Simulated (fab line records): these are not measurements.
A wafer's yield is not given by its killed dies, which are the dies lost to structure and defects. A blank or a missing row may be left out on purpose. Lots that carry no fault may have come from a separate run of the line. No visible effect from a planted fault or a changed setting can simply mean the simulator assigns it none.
Chamber matching / flow sky130 / SKY_VIA1_CMP_02 on cmp-01 has 4 sister chambers
The step polishes SiO2. 8 wafers are shown with their chamber, then 12 later ones without.

EACH WAFER AND ITS CHAMBER
wafer=L087.1; chamber=3; motor-current-A (A)=13.0; slurry-filter-dp-kPa (kPa)=13.40
wafer=L087.3; chamber=0; motor-current-A (A)=14.1; slurry-filter-dp-kPa (kPa)=13.32
wafer=L087.6; chamber=0; motor-current-A (A)=14.2; slurry-filter-dp-kPa (kPa)=13.30
wafer=L090.5; chamber=1; motor-current-A (A)=13.9; slurry-filter-dp-kPa (kPa)=13.41
wafer=L090.6; chamber=2; motor-current-A (A)=11.4; slurry-filter-dp-kPa (kPa)=13.50
wafer=L092.3; chamber=1; motor-current-A (A)=14.5; slurry-filter-dp-kPa (kPa)=13.42
wafer=L092.4; chamber=3; motor-current-A (A)=13.1; slurry-filter-dp-kPa (kPa)=13.25
wafer=L092.5; chamber=2; motor-current-A (A)=11.6; slurry-filter-dp-kPa (kPa)=13.52

WAFERS WITH NO CHAMBER GIVEN
wafer=L093.1; motor-current-A (A)=14.2; slurry-filter-dp-kPa (kPa)=13.54
wafer=L093.5; motor-current-A (A)=14.4; slurry-filter-dp-kPa (kPa)=13.33
wafer=L093.6; motor-current-A (A)=13.7; slurry-filter-dp-kPa (kPa)=13.64
wafer=L094.3; motor-current-A (A)=11.4; slurry-filter-dp-kPa (kPa)=13.31
wafer=L094.5; motor-current-A (A)=13.8; slurry-filter-dp-kPa (kPa)=13.45
wafer=L094.6; motor-current-A (A)=13.6; slurry-filter-dp-kPa (kPa)=13.31
wafer=L095.2; motor-current-A (A)=11.1; slurry-filter-dp-kPa (kPa)=13.38
wafer=L095.4; motor-current-A (A)=13.3; slurry-filter-dp-kPa (kPa)=13.32
wafer=L095.5; motor-current-A (A)=14.7; slurry-filter-dp-kPa (kPa)=13.43
wafer=L096.4; motor-current-A (A)=13.4; slurry-filter-dp-kPa (kPa)=13.63
wafer=L096.5; motor-current-A (A)=13.6; slurry-filter-dp-kPa (kPa)=13.49
wafer=L096.6; motor-current-A (A)=13.3; slurry-filter-dp-kPa (kPa)=13.42

CHAMBER TAKEN BY EACH
wafer=L093.1; from the rows above=can't be placed: 1 or 0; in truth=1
wafer=L093.5; from the rows above=can't be placed: 0 or 1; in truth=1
wafer=L093.6; from the rows above=can't be placed: 1 or 0 or 3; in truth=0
wafer=L094.3; from the rows above=2; in truth=2
wafer=L094.5; from the rows above=can't be placed: 1 or 0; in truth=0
wafer=L094.6; from the rows above=can't be placed: 0 or 3 or 1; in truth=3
wafer=L095.2; from the rows above=2; in truth=2
wafer=L095.4; from the rows above=3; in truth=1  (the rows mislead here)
wafer=L095.5; from the rows above=can't be placed: 1 or 0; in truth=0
wafer=L096.4; from the rows above=can't be placed: 1 or 3 or 0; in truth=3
wafer=L096.5; from the rows above=can't be placed: 1 or 3 or 0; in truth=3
wafer=L096.6; from the rows above=can't be placed: 3 or 1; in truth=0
Correctly placed: 2 of 12. From these rows, 9 cannot be placed; in 8 the true chamber is one of the candidates. Placed wrongly: 1.
How it was worked out, from the rows above alone: a wafer's distance from a chamber is the root of the sum, over the readings, of the square of ((its reading less the chamber's mean) divided by the reading's scatter). If the next closest chamber is less than 2 further off than the closest, the wafer can't be placed; otherwise it belongs to the closest. For every chamber, the mean is computed from those of its wafers that are shown. The scatter: the root of (the sum of the squares of (reading less its chamber's mean) over the shown wafers, divided by (wafers less chambers)).
